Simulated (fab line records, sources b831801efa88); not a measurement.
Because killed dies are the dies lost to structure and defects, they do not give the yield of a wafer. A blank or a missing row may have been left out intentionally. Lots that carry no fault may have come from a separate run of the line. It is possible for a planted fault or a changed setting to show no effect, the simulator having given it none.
Matching of chambers + flow sky130 + SKY_METAL3_ETCH_17 on rieDiel-04: 4 sister chambers
The step etches SiO2 in C4F8/O2/Ar, stops on TiN, time 3.9 s, target depth 15 nm. 4 wafers are shown with their chamber, then 8 later ones without.

== WAFERS WITH THEIR CHAMBER ==
| wafer  | chamber | oesProductAu (a.u.) |
|--------|---------|---------------------|
| L082.1 | 3       | 0.745               |
| L086.4 | 2       | 0.768               |
| L086.5 | 1       | 0.761               |
| L091.2 | 0       | 0.745               |

== WAFERS WITH NO CHAMBER GIVEN ==
| wafer  | oesProductAu (a.u.) |
|--------|---------------------|
| L091.5 | 0.762               |
| L091.6 | 0.756               |
| L096.3 | 0.757               |
| L096.5 | 0.750               |
| L096.6 | 0.761               |
| L094.2 | 0.759               |
| L094.4 | 0.762               |
| L094.5 | 0.765               |

== WHICH CHAMBER EACH WENT THROUGH ==
| wafer  | from the rows above          | in truth                   |
|--------|------------------------------|----------------------------|
| L091.5 | can't be placed: 1 or 2      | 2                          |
| L091.6 | can't be placed: 1 or 0 or 3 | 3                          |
| L096.3 | 1                            | 1                          |
| L096.5 | can't be placed: 0 or 3 or 1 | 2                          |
| L096.6 | 1                            | 1                          |
| L094.2 | 1                            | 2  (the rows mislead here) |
| L094.4 | can't be placed: 1 or 2      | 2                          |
| L094.5 | can't be placed: 2 or 1      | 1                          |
Correctly placed: 2 of 8. Unplaceable from these rows: 5, with the true chamber sitting among the candidates in 4. Placed wrongly: 1.
How it was worked out, from the rows above alone: a wafer's distance from a chamber is the root of the sum, over the readings, of the square of ((its reading less the chamber's mean) divided by the reading's scatter). The wafer belongs to the nearest chamber; if the next one is less than 2 further off, it can't be placed. For every chamber, the mean is computed from those of its wafers that are shown. The scatter: root of mean squared gap, hidden wafer to nearest shown wafer, with one shown wafer a chamber.
